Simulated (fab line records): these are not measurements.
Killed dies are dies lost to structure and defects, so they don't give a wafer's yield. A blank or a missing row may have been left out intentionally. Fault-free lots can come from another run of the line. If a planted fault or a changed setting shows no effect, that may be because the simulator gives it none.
Which tool is to blame? | flow sky130 | Sampling: 10 lots, 30 wafers, 6 of 708 route steps

## WHAT THE GAUGES READ, wafer by wafer
SKY_SPACER_THK_MEAS_01. Usual: SPACER_CVD_00_THK gives 43.0 nm (standard deviation 0.39).
lot  | measured     | on            | SPACER_CVD_00_THK (nm) | flag
L159 | day 22 08:50 | film_metro-04 | 42.8 42.9 43.0         |
L161 | day 23 07:55 | film_metro-01 | 43.2 43.3 43.1         |
L162 | day 23 21:40 | film_metro-03 | 42.9 43.0 42.8         |
L163 | day 25 05:43 | film_metro-03 | 42.9 42.3 42.7         |
L164 | day 25 05:41 | film_metro-01 | 43.1 43.2 43.4         |
L165 | day 25 05:42 | film_metro-04 | 42.7 42.5 42.7         |
L166 | day 25 09:53 | film_metro-03 | 42.4 43.1 42.9         |
L167 | day 25 15:11 | film_metro-01 | 42.6 42.8 42.6         |
L174 | day 28 00:59 | film_metro-01 | 37.0 36.7 37.0         | OFF
L176 | day 28 12:59 | film_metro-01 | 42.8 42.7 43.0         |

SKY_SD_P_CD_MEAS_07: the cd target is 380 nm. Usual: cd_nm at 379.3 nm, with a standard deviation of 2.
lot  | measured     | on        | cd_nm (nm)        | flag
L159 | day 24 22:17 | cd_sem-01 | 381.9 380.4 381.1 |
L161 | day 25 17:49 | cd_sem-01 | 383.0 379.4 379.3 |
L162 | day 26 07:25 | cd_sem-01 | 378.4 381.2 379.3 |
L163 | day 27 13:35 | cd_sem-01 | 379.1 380.7 378.0 |
L164 | day 27 14:32 | cd_sem-01 | 379.1 377.6 380.9 |
L165 | day 27 13:50 | cd_sem-01 | 377.3 375.8 376.6 |
L166 | day 27 19:40 | cd_sem-02 | 378.4 378.8 380.5 |
L167 | day 28 00:07 | cd_sem-02 | 379.3 380.4 383.2 |
L174 | day 30 09:02 | cd_sem-01 | 379.3 377.5 379.7 |
L176 | day 30 20:07 | cd_sem-01 | 378.1 379.4 379.6 |

## WHICH TOOL RAN EACH LOT (tool, then ch and the chambers of the sampled wafers, then the start)
lot  | SKY_LDD_P_STRIP_10                   | SKY_SPACER_CVD_00           | SKY_SPACER_ETCHBACK_02             | SKY_POLY_CUT_ETCH_11
L159 | plasma_asher-04 ch 0,1, day 18 09:40 | lpcvd-02 ch 0, day 22 07:37 | rie_diel-01 ch 0,1, day 22 08:53   | rie_diel-02 ch 0,3, day 23 15:55
L161 | plasma_asher-04 ch 0,1, day 19 09:42 | lpcvd-02 ch 0, day 23 06:42 | rie_diel-01 ch 1,2,3, day 23 07:58 | rie_diel-02 ch 2,3, day 24 15:07
L162 | plasma_asher-02 ch 0,1, day 19 23:28 | lpcvd-02 ch 1, day 23 20:27 | rie_diel-02 ch 0,2, day 23 21:43   | rie_diel-02 ch 0,2,3, day 25 03:10
L163 | plasma_asher-04 ch 0,1, day 20 10:40 | lpcvd-02 ch 0, day 25 04:29 | rie_diel-01 ch 2,3, day 25 05:45   | rie_diel-02 ch 0,2,3, day 26 09:44
L164 | plasma_asher-04 ch 0,1, day 20 13:19 | lpcvd-02 ch 0, day 25 04:29 | rie_diel-02 ch 2,3, day 25 05:45   | rie_diel-02 ch 0,2,3, day 26 10:25
L165 | plasma_asher-02 ch 0, day 21 01:10   | lpcvd-02 ch 1, day 25 04:29 | rie_diel-04 ch 0,3, day 25 05:45   | rie_diel-03 ch 0,2,3, day 26 10:04
L166 | plasma_asher-02 ch 0,1, day 21 12:23 | lpcvd-02 ch 1, day 25 08:41 | rie_diel-02 ch 2,3, day 25 09:57   | rie_diel-02 ch 0,3, day 26 15:16
L167 | plasma_asher-02 ch 0,1, day 21 18:25 | lpcvd-02 ch 0, day 25 13:59 | rie_diel-02 ch 0,2,3, day 25 15:15 | rie_diel-01 ch 0,2,3, day 26 20:25
L174 | plasma_asher-02 ch 0,1, day 24 09:35 | lpcvd-02 ch 0, day 27 23:46 | rie_diel-01 ch 0,2,3, day 28 01:02 | rie_diel-01 ch 0,1, day 29 04:49
L176 | plasma_asher-02 ch 1, day 24 23:02   | lpcvd-02 ch 1, day 28 11:46 | rie_diel-01 ch 0,3, day 28 13:02   | rie_diel-03 ch 0,1,3, day 29 16:28
- SKY_LDD_P_STRIP_10: strips in O2/N2.
- SKY_SPACER_CVD_00: deposits Si3N4 from DCS/NH3, target thk 43.1 nm, time 740 s.
- SKY_SPACER_ETCHBACK_02: etches Si3N4 in CH3F/O2, stops on SiO2, time 46.7 s, target depth 45 nm.
- SKY_POLY_CUT_ETCH_11: etches Si3N4 in CF4/CH2F2/Ar, stops on poly-Si, time 42.5 s, target depth 60 nm.

## WHAT THE TOOLS THEMSELVES READ (means of the sampled wafers that have a number; where no wafer has one, the mark that the record gives instead)
SKY_LDD_P_STRIP_10. Usual: drypump_motor_current_A 5.8 A, standard deviation 0.57; oes_product_au 0.715 a.u., standard deviation 0.0045; strip_time_to_endpoint_s 14.22 s, standard deviation 0.038.
lot  | tool            | drypump_motor_current_A (A) | oes_product_au (a.u.) | strip_time_to_endpoint_s (s) | flag
L159 | plasma_asher-04 | 5.2                         | 0.716                 | 14.21                        |
L161 | plasma_asher-04 | 5.4                         | 0.716                 | 14.25                        |
L162 | plasma_asher-02 | 5.6                         | 0.717                 | 14.22                        |
L163 | plasma_asher-04 | 5.2                         | 0.712                 | 14.18                        |
L164 | plasma_asher-04 | 5.4                         | 0.716                 | 14.24                        |
L165 | plasma_asher-02 | 5.3                         | 0.712                 | 14.18                        |
L166 | plasma_asher-02 | 5.6                         | 0.718                 | 14.19                        |
L167 | plasma_asher-02 | 5.6                         | 0.712                 | 14.23                        |
L174 | plasma_asher-02 | 6.1                         | 0.715                 | 14.21                        |
L176 | plasma_asher-02 | 6.5                         | 0.713                 | 14.21                        |

SKY_SPACER_CVD_00. Usual: spike_tc_bottom_C 786.0 C, standard deviation 2.1; spike_tc_centre_C 771.2 C, standard deviation 1.2; spike_tc_lower_C 769.5 C, standard deviation 1; spike_tc_top_C 778.1 C, standard deviation 1.5; spike_tc_upper_C 769.8 C, standard deviation 1.4.
lot  | tool     | spike_tc_bottom_C (C) | spike_tc_centre_C (C) | spike_tc_lower_C (C) | spike_tc_top_C (C) | spike_tc_upper_C (C) | flag
L159 | lpcvd-02 | 787.5                 | 772.3                 | 768.8                | 777.0              | 768.3                |
L161 | lpcvd-02 | 786.8                 | 771.7                 | 770.5                | 778.2              | 769.6                |
L162 | lpcvd-02 | 783.7                 | 769.9                 | 768.8                | 779.2              | 771.4                |
L163 | lpcvd-02 | 788.5                 | 771.5                 | 769.3                | 778.1              | 769.6                |
L164 | lpcvd-02 | 786.8                 | 771.5                 | 769.5                | 776.7              | 769.4                |
L165 | lpcvd-02 | 784.6                 | 771.6                 | 769.3                | 779.0              | 770.5                |
L166 | lpcvd-02 | 783.1                 | 771.4                 | 769.6                | 779.9              | 771.2                |
L167 | lpcvd-02 | 788.0                 | 771.7                 | 769.7                | 777.9              | 769.1                |
L174 | lpcvd-02 | 779.4                 | 763.0                 | 761.1                | 769.8              | 760.6                | OFF
L176 | lpcvd-02 | 784.3                 | 770.8                 | 768.9                | 778.7              | 771.0                |

SKY_SPACER_ETCHBACK_02. Usual: drypump_motor_current_A 5.6 A, standard deviation 0.4; oes_product_au 0.854 a.u., standard deviation 0.0064; throttle_valve_pct 10.562 %, standard deviation 0.0091.
lot  | tool        | drypump_motor_current_A (A) | oes_product_au (a.u.) | throttle_valve_pct (%) | flag
L159 | rie_diel-01 | 5.8                         | 0.854                 | 10.564                 |
L161 | rie_diel-01 | 5.3                         | 0.856                 | 10.562                 |
L162 | rie_diel-02 | 5.8                         | 0.846                 | 10.567                 |
L163 | rie_diel-01 | 5.2                         | 0.851                 | 10.550                 |
L164 | rie_diel-02 | 5.8                         | 0.852                 | 10.556                 |
L165 | rie_diel-04 | 5.4                         | 0.850                 | 10.559                 |
L166 | rie_diel-02 | 6.0                         | 0.848                 | 10.562                 |
L167 | rie_diel-02 | 5.8                         | 0.854                 | 10.558                 |
L174 | rie_diel-01 | 5.3                         | 0.785                 | 10.555                 | OFF
L176 | rie_diel-01 | 5.1                         | 0.850                 | 10.567                 |

SKY_POLY_CUT_ETCH_11. Usual: drypump_motor_current_A 5.8 A, standard deviation 0.4; oes_product_au 0.831 a.u., standard deviation 0.0064; throttle_valve_pct 14.995 %, standard deviation 0.0088.
lot  | tool        | drypump_motor_current_A (A) | oes_product_au (a.u.) | throttle_valve_pct (%) | flag
L159 | rie_diel-02 | 5.6                         | 0.833                 | 14.995                 |
L161 | rie_diel-02 | 5.9                         | 0.832                 | 15.005                 |
L162 | rie_diel-02 | 5.8                         | 0.826                 | 14.994                 |
L163 | rie_diel-02 | 5.8                         | 0.832                 | 14.991                 |
L164 | rie_diel-02 | 5.8                         | 0.833                 | 14.993                 |
L165 | rie_diel-03 | 6.2                         | 0.829                 | 14.997                 |
L166 | rie_diel-02 | 5.6                         | 0.831                 | 14.993                 |
L167 | rie_diel-01 | 5.3                         | 0.834                 | 14.996                 |
L174 | rie_diel-01 | 5.9                         | 0.825                 | 14.990                 |
L176 | rie_diel-03 | 6.0                         | 0.824                 | 14.997                 |

## THE ANSWER, worked out from the rows above alone
Rule: take the mean of a lot's wafers that have a number; if it is more than 3 standard deviations from the usual mean, the lot is off. A lot without any number at a reading at which 4 lots or more have one is off too. All remaining lots with rows at the step are treated as sound. After the gauges, taken in route order, come the tools' own readings; for these a lot's mean is taken, as printed above. The first step at which some lot is off is used, and at that step the reading that is off furthest; a lot without a number counts as furthest.
Off: L174, seen at SKY_SPACER_THK_MEAS_01 (SPACER_CVD_00_THK).
If a tool, at a process step before that reading, ran all the lots that are off and no sound lot after the first of them, it fits. The gauges at SKY_SPACER_THK_MEAS_01 aren't tried: what is off there is off at SKY_SPACER_CVD_00 too, on other tools, and a gauge's error can't cause that. None of those tried fits.

## WHAT THE SIMULATOR HAD INSERTED
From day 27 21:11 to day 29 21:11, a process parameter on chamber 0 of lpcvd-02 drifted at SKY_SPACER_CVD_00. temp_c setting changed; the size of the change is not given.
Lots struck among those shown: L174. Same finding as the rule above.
